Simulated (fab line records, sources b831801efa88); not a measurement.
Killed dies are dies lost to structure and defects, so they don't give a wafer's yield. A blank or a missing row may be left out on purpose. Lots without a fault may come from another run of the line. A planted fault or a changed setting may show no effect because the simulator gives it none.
Which tool did it? | flow sky130 | 12 lots, 36 wafers sampled, at 1 step of a route of 708

WHAT THE GAUGES READ, wafer by wafer
SKY_GATE_OXIDE_TW_MEAS_14.
lot  | measured     | on            | GATE_OXIDE_TW
L074 | day 13 21:01 | film_metro-02 | 227.0 226.4 226.6
L077 | day 14 15:59 | film_metro-02 | 226.1 225.6 225.7
L079 | day 15 11:51 | film_metro-01 | 223.9 225.5 226.1
L081 | day 16 02:04 | film_metro-01 | 225.9 225.9 226.5
L083 | day 17 01:34 | film_metro-01 | 224.7 225.7 227.0
L085 | day 17 17:22 | film_metro-02 | 226.3 225.7 225.0
L087 | day 18 05:46 | film_metro-02 | 224.4 225.4 225.3
L089 | day 18 22:44 | film_metro-02 | 225.2 225.3 226.2
L091 | day 19 16:40 | film_metro-04 | 227.5 226.2 226.9
L093 | day 20 06:55 | film_metro-01 | 224.5 224.9 224.5
L095 | day 21 21:50 | film_metro-01 | 225.1 226.7 226.7
L096 | day 22 10:12 | film_metro-02 | 224.8 224.6 225.0

WHICH TOOL RAN EACH LOT (tool, then ch and the chambers of the sampled wafers, then the start)
The record holds no process step before these readings.

THE ANSWER, worked out from the rows above alone
Rule: what is usual is taken from the lots themselves. Put in order of their means at a reading, lots are off if they are a third of the lots or fewer, leave a main group of 4 or more, and stand apart from it by a gap of 3 or more times the standard deviation of the main group's means; of several such gaps the widest counts. A main group whose means are all the same, to the digits that the tables above print for the reading, isn't used. A lot without any number at a reading at which 4 lots or more have one is off too. The other lots that the step has rows for count as sound.
No lot is off at any reading shown: from this, nothing can be told.

WHAT THE SIMULATOR HAD PUT IN
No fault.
